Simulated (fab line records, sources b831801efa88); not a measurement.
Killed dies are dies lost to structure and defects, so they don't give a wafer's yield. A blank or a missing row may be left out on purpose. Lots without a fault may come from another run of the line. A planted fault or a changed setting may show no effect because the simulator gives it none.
fab line records | flow sky130
record lots=7 wafers=21 last_day=50
route steps=708 shown PAD_OPEN@694
lots that met no fault: from a run of the same line without faults
start_h: hours from the record's first day to the start of the lot's first wafer shown | wait_h: hours since the lot's step before | " the same as in the row above | L1.1+2: a row that stands for several wafers | - no value, or no start given | * or withheld: withheld | < > ~ a bound
route shown NAME@n: a module of which the file shows steps, and the number in the route of the first | usual: mean/standard deviation of fault-free wafers | same: alike in all rows | chamber/n: place in a boat | sites: the reading at each site | _std_site: their standard deviation | _edge_site: outer sites' mean less inner sites' | radius_mm: how far each site lies from the wafer's centre | mask NAME#n: copy n | behind: the tool/chamber that last shaped the wafer | hold: why the lot was held/for how many hours/how that ended | device: the transistor (n, p or np) that didn't switch | end of line: the same wafers' tests at the end of the route | a step without rows: its recipe alone | killed: dies lost to structure and defects at the first sort, not the wafer's yield | map: a wafer's dies, x killed, . not, _ none there
set.NAME: the setting as run; set.NAME@STEP: as run at that earlier step | model.NAME: the simulator's own value behind a step, which no gauge read
lots at some steps of the route; a table a step, a row a wafer
services: from which hour (start_h, from the record's first day; less than 0 if before it) a tool's chamber was out of use, for how many hours, and why
## steps
# step SKY_PAD_OPEN_DEHYDRATE_00
# recipe temp_c=200 time_s=60
# step SKY_PAD_OPEN_HMDS_01
# recipe prime_time_s=60 prime_temp_c=120
# step SKY_PAD_OPEN_COAT_02
# recipe spin_rpm=2000 resist_thk_nm=3000
# step SKY_PAD_OPEN_SOFTBAKE_03
# recipe temp_c=110 time_s=withheld
# step SKY_PAD_OPEN_EXPOSE_04
# recipe mask_id=PDM target_cd_nm=60000 na=0.57 dose_mj=261.7
# step SKY_PAD_OPEN_PEB_05
# recipe temp_c=115 time_s=withheld
# step SKY_PAD_OPEN_DEVELOP_06
# recipe develop_time_s=60 dev_temp_c=23
# step SKY_PAD_OPEN_ETCH_07
# recipe chemistry=CF4/O2 target_depth_nm=725 stop_on=AlCu source_w=800 bias_w=150 pressure_mtorr=150 cf4_flow_sccm=80 O2_flow_sccm=10 time_s=161.1
# usual O2_flow_sccm=9.999/0.028 cf4_flow_sccm=80.02/0.25 drypump_motor_current_A=5.7/0.49 oes_product_au=0.977/0.0081 throttle_valve_pct=5.965/0.0094
# columns lot.wafer tool chamber start_h wait_h O2_flow_sccm cf4_flow_sccm drypump_motor_current_A oes_product_au rf_hours_counter_h throttle_valve_pct
L132.2 rie_diel-02 0 1100.23 - 10.030 79.77 5.2 0.971 22 5.954
L132.4 " 2 " " 9.994 80.17 5.2 0.970 - 5.965
L132.6 " 3 " " 10.029 79.65 6.4 0.973 - 5.962
L135.2 rie_diel-03 1 1122.53 - 9.995 80.09 5.6 0.967 18 5.974
L135.5 " 0 " " 9.971 80.17 5.6 0.973 - 5.957
L135.6 " 1 " " 10.023 79.97 5.6 0.979 - 5.980
L137.3 rie_diel-04 3 1129.46 - 9.990 79.81 6.2 0.961 23 5.957
L137.4 " 1 " " 10.016 80.08 6.2 0.986 17 5.976
L137.5 " 2 " " 10.010 80.18 5.3 0.975 - 5.966
L136.1 rie_diel-04 2 1134.13 - 9.970 80.15 5.3 0.978 12 5.962
L136.3 " 3 " " 10.027 79.91 6.1 0.977 23 5.986
L136.6 " 0 " " 9.980 80.09 5.5 0.971 - 5.959
L138.2 rie_diel-04 0 1136.23 - 9.998 79.77 5.5 0.966 22 5.974
L138.3 " 2 " " 10.021 79.85 5.3 0.973 12 5.965
L138.6 " 1 " " 9.962 79.72 6.2 0.985 - 5.970
L147.4 rie_diel-04 2 1184.76 - 10.026 79.91 5.3 0.995 14 5.960
L147.5 " 3 " " 10.004 80.01 6.1 0.984 - 5.974
L147.6 " 2 " " 10.007 80.43 5.3 0.984 - 5.972
L151.1 rie_diel-04 3 1204.63 - 10.013 79.90 6.1 0.974 26 5.963
L151.2 " 1 " " 10.000 79.53 6.2 0.977 20 5.957
L151.6 " 3 " " 10.029 79.48 6.1 0.981 - 5.967
# step SKY_PAD_OPEN_STRIP_08
# recipe chemistry=O2/N2 power_w=1400 pressure_mtorr=1500 platen_temp_c=withheld overash_fraction=0.7 o2_flow_sccm=3000 n2_flow_sccm=300
# usual drypump_motor_current_A=5.8/0.48 oes_product_au=0.663/0.0044 strip_time_to_endpoint_s=37.03/0.084
# columns lot.wafer tool chamber start_h wait_h drypump_motor_current_A oes_product_au rf_hours_counter_h strip_time_to_endpoint_s
L132.2 plasma_asher-01 0 1100.34 0.1 5.2 0.663 66 37.11
L132.4 " 0 " " 5.2 0.652 - 37.09
L132.6 " 0 " " 5.2 0.663 - 37.10
L135.2 plasma_asher-01 1 1122.63 0.1 5.2 0.669 69 37.05
L135.5 " 0 " " 5.2 0.657 - 37.09
L135.6 " 1 " " 5.2 0.666 - 37.06
L137.3 plasma_asher-04 1 1129.60 0.1 6.1 0.662 - 36.89
L137.4 " 0 " " 6.1 0.669 - 36.82
L137.5 " 0 " " 6.1 0.660 - 36.79
L136.1 plasma_asher-01 1 1134.24 0.1 5.2 0.668 70 37.11
L136.3 " 0 " " 5.2 0.663 - 37.07
L136.6 " 0 " " 5.2 0.669 - 37.00
L138.2 plasma_asher-04 1 1136.34 0.1 6.0 0.665 40 36.97
L138.3 " 0 " " 6.1 0.669 - 36.79
L138.6 " 1 " " 6.0 0.669 - 36.94
L147.4 plasma_asher-04 0 1184.90 0.1 6.0 0.663 - 37.08
L147.5 " 1 " " 6.0 0.656 - 37.15
L147.6 " 0 " " 6.0 0.670 - 37.05
L151.1 plasma_asher-01 1 1204.74 0.1 5.2 0.663 77 36.97
L151.2 " 0 " " 5.2 0.669 77 37.07
L151.6 " 0 " " 5.2 0.657 - 36.99
# step SKY_PAD_OPEN_STRIP_09
# recipe chemistry=post_etch_residue_remover time_s=1200 temp_c=72.5
# step SKY_PAD_OPEN_CLEAN_10
# recipe chemistry=IPA time_s=180 temp_c=25
# step SKY_PAD_OPEN_CLEAN_11
# recipe chemistry=O3/DIW dry=n2_spin
# step SKY_PAD_OPEN_ANNEAL_12
# recipe temp_c=400 time_s=withheld ambient=N2/H2 idle_temp_c=300 ramp_up_c_per_min=8 ramp_down_c_per_min=4
# usual ramp_down_c_per_min=4.0001/0.00075 ramp_up_c_per_min=8.0000/0.0013 spike_tc_centre_C=400.9/1.3 spike_tc_top_C=429.8/1.3 tube_center_temp_C_max=401.05/0.16
# columns lot.wafer tool chamber start_h wait_h ramp_down_c_per_min ramp_up_c_per_min spike_tc_centre_C spike_tc_top_C tube_center_temp_C_max
L132.2 furnace-01 0 1101.36 0.0 4.0010 8.0003 399.9 429.2 400.97
L132.4 " 0 " " 4.0006 8.0007 401.9 429.1 401.27
L132.6 " 0 " " 4.0010 7.9990 400.8 430.8 401.16
L135.2 furnace-01 0 1123.28 0.0 3.9986 7.9991 402.2 427.4 401.16
L135.5 " 0 " " 4.0007 7.9991 400.0 429.3 401.31
L135.6 " 0 " " 3.9990 7.9983 401.1 429.6 401.06
L137.3 furnace-02 - 1130.46 0.0 - - - - -
L137.4 " - " " - - - - -
L137.5 " - " " - - - - -
L136.1 furnace-01 - 1134.83 0.0 - - - - -
L136.3 " - " " - - - - -
L136.6 " - " " - - - - -
L138.2 furnace-02 - 1136.93 0.0 - - - - -
L138.3 " - " " - - - - -
L138.6 " - " " - - - - -
L147.4 furnace-01 0 1185.53 0.0 4.0000 8.0000 399.6 430.3 400.97
L147.5 " 0 " " 4.0001 7.9995 399.3 429.1 401.19
L147.6 " 0 " " 4.0009 8.0009 401.0 427.7 401.19
L151.1 furnace-02 0 1205.37 0.0 3.9999 8.0016 401.7 430.4 401.33
L151.2 " 0 " " 3.9993 7.9994 398.8 430.6 401.02
L151.6 " 0 " " 3.9995 8.0014 399.4 429.6 400.74
# step SKY_PAD_OPEN_BOW_MEAS_13
# recipe mode=bow
# usual PAD_OPEN_BOW=48/9.4
# columns lot.wafer tool chamber start_h wait_h PAD_OPEN_BOW[um]
L132.2 film_metro-02 - 1102.88 - 47
L132.4 " - " " 45
L132.6 " - " " 45
L135.2 film_metro-02 - 1124.80 - 49
L135.5 " - " " 54
L135.6 " - " " 47
L137.3 film_metro-04 - 1132.00 - 103
L137.4 " - " " 107
L137.5 " - " " 118
L136.1 film_metro-02 - 1136.33 - 104
L136.3 " - " " 121
L136.6 " - " " 121
L138.2 film_metro-04 - 1138.45 - 105
L138.3 " - " " 101
L138.6 " - " " 104
L147.4 film_metro-02 - 1187.09 - 53
L147.5 " - " " 44
L147.6 " - " " 56
L151.1 film_metro-02 - 1206.87 - 65
L151.2 " - " " 30
L151.6 " - " " 47
# step SKY_PAD_OPEN_PROBE_99
# usual defect_limited_yield=82.5/1.9 killed_at_M0_to_M3=42/6.9 killed_at_M4_up=3.2/1.7 killed_at_contacts=25/5.1 killed_at_front_end=15/4.5 killed_at_other=0.4/0.63 killed_dies=86/9.3 killed_open=46/7 killed_short=39/6.9 sort_bin_3_pad_short=0.9/0.45 sort_bin_5_function=10.4/1.5 sort_bin_6_memory=6.3/1.1 sort_n_pass=406/9.3 sort_yield_pct=82.5/1.9
# same gross_dies=492 killed_at_back_side=0 sort_bin_4_leakage[%]=0 sort_bin_8_speed[%]=0
# columns lot.wafer tool chamber start_h wait_h defect_limited_yield[%] killed_at_M0_to_M3 killed_at_M4_up killed_at_contacts killed_at_front_end killed_at_other killed_dies killed_open killed_short sort_bin_3_pad_short[%] sort_bin_5_function[%] sort_bin_6_memory[%] sort_n_pass sort_yield_pct[%] model.etest.res_xhigh_po.line_ohm_um model.etest.nfet_16v.r_on_ohm_um model.etest.res_xhigh_po.rs_ohm_sq model.etest.pfet_g5v0d10v5.r_on_ohm_um model.etest.pfet_01v8.r_on_ohm_um model.etest.nfet_g5v0d10v5.r_on_ohm_um model.etest.nfet_01v8.r_on_ohm_um model.etest.sonos_uncharged.r_on_ohm_um
L132.2 prober-01 - 1103.03 0.1 82.5 36 1 25 23 1 86 50 35 1.6 11.0 4.9 406 82.5 5463 1.409e+04 1908 4655 2807 1863 817 797.4
L132.4 prober-01 - 1103.13 0.2 80.5 40 2 33 20 1 96 61 33 0.6 11.2 7.7 396 80.5 5529 1.41e+04 1947 4773 2862 1883 848.3 822
L132.6 prober-01 - 1103.23 0.2 80.1 47 2 26 22 1 98 54 42 1.0 13.4 5.5 394 80.1 5886 1.419e+04 2001 4651 2793 1854 823.3 789.6
L135.2 prober-02 - 1124.95 0.1 80.3 54 3 32 8 0 97 44 53 1.6 11.6 6.5 395 80.3 5747 1.369e+04 1977 4718 2812 1845 802.5 779.1
L135.5 prober-02 - 1125.10 0.2 80.3 55 2 23 17 0 97 54 43 1.0 11.4 7.3 395 80.3 5519 1.386e+04 1935 4808 2861 1867 833.8 802.2
L135.6 prober-02 - 1125.15 0.2 82.9 48 2 21 13 0 84 37 46 1.4 9.1 6.5 408 82.9 5338 1.39e+04 1847 4768 2819 1852 808.8 788.8
L137.3 prober-01 - 1132.18 0.2 84.3 34 5 19 18 1 77 32 43 1.4 8.7 5.5 415 84.3 7763 1.505e+04 2681 5125 3007 2014 877.1 871.6
L137.4 prober-01 - 1132.23 0.2 81.3 45 5 36 5 1 92 52 39 1.0 11.2 6.5 400 81.3 7463 1.501e+04 2599 5111 3077 2055 897.4 893
L137.5 prober-01 - 1132.28 0.2 81.1 47 1 28 14 3 93 53 40 0.8 10.0 8.1 399 81.1 7017 1.497e+04 2491 5135 3068 2061 895 874.7
L136.1 prober-01 - 1136.45 0.1 81.7 44 2 29 15 0 90 59 31 1.4 9.3 7.5 402 81.7 7077 1.489e+04 2465 5179 3092 2057 915.4 900.6
L136.3 prober-01 - 1136.55 0.2 79.1 49 3 28 22 1 103 48 55 0.6 14.6 5.7 389 79.1 7320 1.501e+04 2550 5058 2996 2017 903.4 870.5
L136.6 prober-01 - 1136.70 0.2 83.3 44 1 26 11 0 82 47 35 0.6 9.6 6.5 410 83.3 7210 1.494e+04 2554 5143 3138 2042 931.7 892.1
L138.2 prober-02 - 1138.60 0.1 79.1 54 5 25 18 1 103 57 44 0.6 11.4 8.9 389 79.1 6824 1.466e+04 2401 5103 3081 2006 863.8 872.5
L138.3 prober-02 - 1138.65 0.2 81.1 50 2 27 14 0 93 55 37 0.6 11.6 6.7 399 81.1 6848 1.467e+04 2386 5091 3078 2020 865.9 874.8
L138.6 prober-02 - 1138.80 0.2 81.1 50 3 22 17 1 93 52 38 1.6 11.2 6.1 399 81.1 7058 1.456e+04 2492 5142 3170 1997 893.6 910.3
L147.4 prober-01 - 1187.30 0.2 85.2 43 0 15 15 0 73 44 29 0.4 9.1 5.3 419 85.2 5466 1.438e+04 1966 4778 2926 1905 840 847.2
L147.5 prober-01 - 1187.35 0.2 82.1 46 3 29 10 0 88 48 40 0.8 9.8 7.3 404 82.1 5821 1.437e+04 2041 4802 2921 1912 847.7 813.3
L147.6 prober-01 - 1187.40 0.2 79.9 45 3 35 16 0 99 58 41 1.0 12.2 6.9 393 79.9 5686 1.428e+04 2006 4832 2966 1925 840 835.9
L151.1 prober-02 - 1206.99 0.1 82.3 39 2 34 11 1 87 39 47 1.4 10.8 5.5 405 82.3 6068 1.382e+04 2150 4795 2933 1906 857.2 816.6
L151.2 prober-02 - 1207.04 0.1 82.3 47 3 29 8 0 87 46 41 0.8 8.1 8.7 405 82.3 6002 1.369e+04 2067 4670 2827 1844 833 807.3
L151.6 prober-02 - 1207.24 0.2 86.0 43 4 11 11 0 69 42 27 0.6 8.7 4.7 423 86.0 5881 1.367e+04 2075 4734 2918 1862 848.8 799.8
# killed by level:class
L132.2 LI_CONTACT:geometric_particle:open=9 VIA3:geometric_particle:open=8 VIA2:geometric_particle:open=7 CONTACT:geometric_particle:open=7 POLY_GATE:geometric_particle:short=6 CONTACT:geometric_particle:short=5 POLY_GATE:geometric_particle:open=4 VIA1:geometric_particle:open=4
L132.4 CONTACT:geometric_particle:open=15 VIA3:geometric_particle:open=12 LI_CONTACT:geometric_particle:open=11 VIA1:geometric_particle:open=7 FIELD_ISO:geometric_particle:open=4 VIA1:geometric_particle:short=4 METAL2:geometric_particle:short=4 VIA2:geometric_particle:short=4
L132.6 VIA1:geometric_particle:open=10 CONTACT:geometric_particle:short=9 VIA3:geometric_particle:open=9 LI_CONTACT:geometric_particle:open=8 CONTACT:geometric_particle:open=7 POLY_GATE:geometric_particle:short=6 METAL3:geometric_particle:short=6 FIELD_ISO:geometric_particle:open=4
L135.2 CONTACT:geometric_particle:short=11 CONTACT:geometric_particle:open=9 VIA1:geometric_particle:open=9 METAL1:geometric_particle:short=8 VIA3:geometric_particle:open=7 LI_CONTACT:geometric_particle:open=6 VIA1:geometric_particle:short=6 METAL2:geometric_particle:short=6
L135.5 VIA1:geometric_particle:open=11 CONTACT:geometric_particle:open=10 METAL2:geometric_particle:short=10 VIA3:geometric_particle:open=9 LI_CONTACT:geometric_particle:open=6 VIA1:geometric_particle:short=6 VIA2:geometric_particle:open=6 FIELD_ISO:geometric_particle:short=5
L135.6 VIA1:geometric_particle:open=9 METAL2:geometric_particle:short=8 VIA1:geometric_particle:short=7 LI_CONTACT:geometric_particle:open=6 CONTACT:geometric_particle:open=6 METAL1:geometric_particle:short=5 VIA2:geometric_particle:open=5 CONTACT:geometric_particle:short=4
L137.3 CONTACT:geometric_particle:open=8 FIELD_ISO:geometric_particle:short=7 VIA1:geometric_particle:open=6 METAL2:geometric_particle:short=6 CONTACT:geometric_particle:short=5 METAL3:geometric_particle:short=5 VIA3:geometric_particle:open=5 LOCAL_INTERCONNECT:geometric_particle:short=4
L137.4 VIA1:geometric_particle:open=14 CONTACT:geometric_particle:open=12 LI_CONTACT:geometric_particle:open=9 CONTACT:geometric_particle:short=8 VIA2:geometric_particle:open=7 METAL1:geometric_particle:short=5 VIA3:geometric_particle:open=4 VIA1:geometric_particle:short=4
L137.5 CONTACT:geometric_particle:open=12 VIA1:geometric_particle:open=12 VIA3:geometric_particle:open=10 METAL2:geometric_particle:short=9 CONTACT:geometric_particle:short=8 LI_CONTACT:geometric_particle:open=5 VIA2:geometric_particle:open=4 FIELD_ISO:geometric_particle:open=3
L136.1 VIA1:geometric_particle:open=12 LI_CONTACT:geometric_particle:open=11 POLY_GATE:geometric_particle:open=7 CONTACT:geometric_particle:open=7 VIA3:geometric_particle:open=7 VIA2:geometric_particle:open=6 METAL1:geometric_particle:short=5 LI_CONTACT:geometric_particle:short=4
L136.3 CONTACT:geometric_particle:open=12 METAL2:geometric_particle:short=10 FIELD_ISO:geometric_particle:short=9 VIA1:geometric_particle:open=8 METAL3:geometric_particle:short=5 LI_CONTACT:geometric_particle:open=5 CONTACT:geometric_particle:short=5 VIA3:geometric_particle:open=5
L136.6 VIA1:geometric_particle:open=14 CONTACT:geometric_particle:open=10 METAL2:geometric_particle:short=6 LI_CONTACT:geometric_particle:short=5 LI_CONTACT:geometric_particle:open=5 VIA3:geometric_particle:open=5 VIA1:geometric_particle:short=5 VIA2:geometric_particle:open=5
L138.2 CONTACT:geometric_particle:open=12 METAL1:geometric_particle:short=9 VIA1:geometric_particle:open=9 VIA2:geometric_particle:open=8 METAL2:geometric_particle:short=7 VIA2:geometric_particle:short=7 VIA3:geometric_particle:open=6 FIELD_ISO:geometric_particle:open=5
L138.3 CONTACT:geometric_particle:open=10 VIA1:geometric_particle:open=10 LI_CONTACT:geometric_particle:open=8 VIA2:geometric_particle:open=7 VIA1:geometric_particle:short=6 VIA3:geometric_particle:open=6 VIA2:geometric_particle:short=5 FIELD_ISO:geometric_particle:short=4
L138.6 VIA1:geometric_particle:open=16 VIA2:geometric_particle:open=9 CONTACT:geometric_particle:open=8 METAL1:geometric_particle:short=6 POLY_GATE:geometric_particle:open=5 LI_CONTACT:geometric_particle:open=5 CONTACT:geometric_particle:short=5 VIA3:geometric_particle:open=5
L147.4 VIA2:geometric_particle:open=9 POLY_GATE:geometric_particle:open=8 VIA1:geometric_particle:open=7 VIA1:geometric_particle:short=6 CONTACT:geometric_particle:open=6 VIA3:geometric_particle:open=5 LI_CONTACT:geometric_particle:open=4 METAL2:geometric_particle:short=4
L147.5 VIA1:geometric_particle:open=12 METAL2:geometric_particle:short=8 LI_CONTACT:geometric_particle:open=7 CONTACT:geometric_particle:open=7 CONTACT:geometric_particle:short=7 VIA2:geometric_particle:open=6 VIA3:geometric_particle:open=6 METAL1:geometric_particle:short=5
L147.6 CONTACT:geometric_particle:open=15 VIA1:geometric_particle:open=15 LI_CONTACT:geometric_particle:open=7 FIELD_ISO:geometric_particle:short=6 CONTACT:geometric_particle:short=6 VIA3:geometric_particle:open=6 VIA2:geometric_particle:open=5 FIELD_ISO:geometric_particle:open=4
L151.1 CONTACT:geometric_particle:short=11 VIA1:geometric_particle:open=10 CONTACT:geometric_particle:open=9 METAL1:geometric_particle:short=8 LI_CONTACT:geometric_particle:short=5 VIA2:geometric_particle:open=5 LI_CONTACT:geometric_particle:open=4 LOCAL_INTERCONNECT:geometric_particle:short=4
L151.2 CONTACT:geometric_particle:open=13 VIA3:geometric_particle:short=8 VIA1:geometric_particle:open=7 CONTACT:geometric_particle:short=6 POLY_GATE:geometric_particle:open=5 VIA3:geometric_particle:open=5 LI_CONTACT:geometric_particle:open=4 LOCAL_INTERCONNECT:geometric_particle:short=4
L151.6 VIA1:geometric_particle:open=13 CONTACT:geometric_particle:open=7 METAL1:geometric_particle:short=7 VIA2:geometric_particle:open=5 VIA3:geometric_particle:open=5 FIELD_ISO:geometric_particle:open=3 POLY_GATE:geometric_particle:open=3 VIA3:geometric_particle:short=3
## services
# columns tool chamber start_h hours kind
rie_diel-03 0 1088.33 5.5 repair
furnace-02 - 1110.22 4.0 pm
rie_diel-02 - 1130.53 14.6 pm
furnace-01 - 1140.09 2.7 pm
rie_diel-04 0 1152.60 13.1 repair
rie_diel-04 1 1161.80 12.2 repair
rie_diel-04 2 1164.89 6.6 repair
plasma_asher-04 - 1191.63 1.9 repair
rie_diel-04 0 1203.12 2.2 repair
## key
first_sign step=SKY_PAD_OPEN_ANNEAL_12 reading=tool_record direction=missing
effect step=SKY_PAD_OPEN_BOW_MEAS_13 reading=PAD_OPEN_BOW direction=up sigmas=6.5 usual=48 struck=109
model_effect step=SKY_PAD_OPEN_PROBE_99 value=etest.res_xhigh_po.line_ohm_um without=5854 struck=7176
met_at SKY_PAD_OPEN_ANNEAL_12
struck_wafers L136.1,L136.3,L136.6,L137.3,L137.4,L137.5,L138.2,L138.3,L138.6
onset_between 1123.28 1130.46
fault kind=skipped_step_whole tool=furnace-01,furnace-02 chamber=- onset_h=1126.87 steps=SKY_PAD_OPEN_ANNEAL_12 scope=struck_lots_only
